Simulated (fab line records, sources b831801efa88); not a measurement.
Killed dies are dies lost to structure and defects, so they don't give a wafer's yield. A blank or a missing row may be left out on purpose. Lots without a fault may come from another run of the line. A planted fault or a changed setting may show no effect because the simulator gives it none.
Which tool did it? | flow gf180mcu | 6 lots, 18 wafers sampled, at 3 steps of a route of 602

WHAT THE GAUGES READ, wafer by wafer
GF_V4_CD_MEAS_14: target cd 260 nm.
lot  | measured     | on        | cd_nm (nm)
L106 | day 24 14:55 | cd_sem-02 | 260.9 261.1 261.4
L108 | day 25 09:58 | cd_sem-02 | 257.4 258.7 259.6
L110 | day 26 02:28 | cd_sem-01 | 260.4 260.8 260.8
L113 | day 27 05:53 | cd_sem-01 | 260.7 260.3 280.3
L115 | day 27 17:35 | cd_sem-02 | 259.7 259.3 260.3
L125 | day 30 12:09 | cd_sem-01 | 259.5 259.1 259.8

WHICH TOOL RAN EACH LOT (tool, then ch and the chambers of the sampled wafers, then the start)
lot  | GF_V4_CMP_04                  | GF_V4_EXPOSE_11
L106 | cmp-01 ch 0,1, day 23 16:11   | krf_scanner-01 ch 0, day 24 03:50
L108 | cmp-01 ch 1,2,3, day 24 12:44 | krf_scanner-01 ch 0, day 24 23:43
L110 | cmp-02 ch 2,3, day 25 05:02   | krf_scanner-02 ch 0, day 25 16:13
L113 | cmp-01 ch 0,1,3, day 26 09:16 | krf_scanner-01 ch 0, day 26 19:58
L115 | cmp-01 ch 0,1,2, day 26 21:42 | krf_scanner-02 ch 0, day 27 08:28
L125 | cmp-01 ch 1,2,3, day 29 18:13 | krf_scanner-01 ch 0, day 30 03:46
- GF_V4_CMP_04: polishes SiO2.
- GF_V4_EXPOSE_11: exposes mask Via4, target cd 260 nm.

THE ANSWER, worked out from the rows above alone
Rule: what is usual is taken from the lots themselves. Put in order of their means at a reading, lots are off if they are a third of the lots or fewer, leave a main group of 4 or more, and stand apart from it by a gap of 3 or more times the standard deviation of the main group's means; of several such gaps the widest counts. A main group whose means are all the same, to the digits that the tables above print for the reading, isn't used. A lot without any number at a reading at which 4 lots or more have one is off too. The other lots that the step has rows for count as sound.
Off: L113, at GF_V4_CD_MEAS_14 (cd_nm). The main group: mean 259.9 nm, standard deviation 0.9.
A tool fits if, at a process step before that reading, it ran every lot that is off, and no sound lot after the first of them. The gauges at GF_V4_CD_MEAS_14 are tried like those tools. None of those tried fits.

WHAT THE SIMULATOR HAD PUT IN
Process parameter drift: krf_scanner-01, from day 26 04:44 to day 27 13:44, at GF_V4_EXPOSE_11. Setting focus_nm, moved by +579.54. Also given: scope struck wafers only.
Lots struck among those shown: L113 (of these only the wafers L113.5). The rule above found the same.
